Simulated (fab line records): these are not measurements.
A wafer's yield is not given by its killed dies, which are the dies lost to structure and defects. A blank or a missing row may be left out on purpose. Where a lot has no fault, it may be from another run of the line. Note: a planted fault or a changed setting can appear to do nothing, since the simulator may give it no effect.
Matching of chambers ; flow gf180mcu ; rie_diel-02 running GF_PASSIVATION_ETCH_11: 4 sister chambers
The step etches the open film in CF4/O2, stops on TiN, target depth 2040 nm, time 453.3 s. 7 wafers are shown with their chamber, then 7 later ones without.

== WAFERS PAIRED WITH THEIR CHAMBERS ==
wafer;chamber;drypump_motor_current_A (A);oes_product_au (a.u.)
L795.1;1;5.3;0.979
L795.5;2;6.4;0.982
L796.1;0;5.7;0.988
L796.2;2;6.4;0.983
L796.4;3;6.0;0.976
L797.1;3;6.1;0.988
L797.2;0;5.7;0.994

== WAFERS WITHOUT THEIR CHAMBER ==
wafer;drypump_motor_current_A (A);oes_product_au (a.u.)
L797.5;5.3;0.973
L798.1;5.7;0.995
L798.3;6.4;0.986
L798.4;5.3;0.990
L799.3;5.3;0.993
L799.4;6.4;0.984
L799.5;6.4;0.985

== THE CHAMBER EACH PASSED THROUGH ==
wafer;from the rows above;in truth
L797.5;1;1
L798.1;0;0
L798.3;2;2
L798.4;1;1
L799.3;1;1
L799.4;2;2
L799.5;2;2
Correct placement for 7 of the 7. Number that these rows cannot place: 0. Number placed wrongly: 0.
How it was worked out, from the rows above alone: a wafer's distance from a chamber is the root of the sum, over the readings, of the square of ((its reading less the chamber's mean) divided by the reading's scatter). The wafer belongs to the nearest chamber; if the next one is less than 2 further off, it can't be placed. A chamber's mean is the mean of its shown wafers. The scatter: take each reading less its chamber's mean, square it, sum over the shown wafers, divide by the number of wafers less the number of chambers, and take the root.
